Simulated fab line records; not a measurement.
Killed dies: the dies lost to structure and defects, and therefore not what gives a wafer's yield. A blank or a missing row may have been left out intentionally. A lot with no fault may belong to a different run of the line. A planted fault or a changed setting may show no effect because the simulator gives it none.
The same fault as seen by 2 desks :: flow sfq line :: every desk sees just its own numbers, and what lay behind them comes last

AT THE TOOL OWNER'S DESK: rie metal-03
The tool's own readings at SFQ_TRILAYER_M4_ETCH_METAL_ETCH_096 (etches Nb in Cl2/Ar, stops on SiO2, target depth 240 nm, time 120 s): means of the sampled wafers that have a number, for each lot that ran on this tool. Any lot whose mean is over 4 standard deviations away from the usual mean is out of limits and marked OUT; that distance is given in the brackets.
Columns: A = drypump motor current A at SFQ_TRILAYER_M4_ETCH_METAL_ETCH_096, usual 6.0 A; B = oes product au at SFQ_TRILAYER_M4_ETCH_METAL_ETCH_096, usual 0.894 a.u.
lot: L940
first seen here: day 40 11:16
A: 6.3
B: 0.896

lot: L941
first seen here: day 42 20:40
A: 6.3
B: 0.894

lot: L958
first seen here: day 50 03:43
A: 6.5
B: 0.896

lot: L959
first seen here: day 50 08:31
A: 6.4
B: 0.886
Finding of this desk: none of the 4 lots has anything out of limits.

FROM THE METROLOGY DESK
What the gauges read for every lot (on any tool): the sampled wafers with a number, averaged. Any lot whose mean is over 4 standard deviations away from the usual mean is out of limits and marked OUT; that distance is given in the brackets.
Columns: A = M4_NB_RS at SFQ_M4_RS_MEAS_924, usual 0.892 ohm/sq; B = M4_OVL at SFQ_M4_OVL_MEAS_926, usual -2 nm
lot: L940
first seen here: day 35 02:13
A: 0.888
B: 6

lot: L941
first seen here: day 36 21:22
A: 0.890
B: -5

lot: L946
first seen here: day 40 02:10
A: 0.879
B: -9

lot: L947
first seen here: day 40 04:39
A: 0.888
B: -6

lot: L958
first seen here: day 49 05:55
A: 0.888
B: 3

lot: L959
first seen here: day 49 09:30
A: 0.906
B: -6
Finding of this desk: none of the 6 lots has anything out of limits.

BROUGHT TOGETHER
The desk of the tool owner found nothing out of limits.
At the metrology desk, nothing out of limits was observed.

WHAT HAD BEEN PUT IN BY THE SIMULATOR
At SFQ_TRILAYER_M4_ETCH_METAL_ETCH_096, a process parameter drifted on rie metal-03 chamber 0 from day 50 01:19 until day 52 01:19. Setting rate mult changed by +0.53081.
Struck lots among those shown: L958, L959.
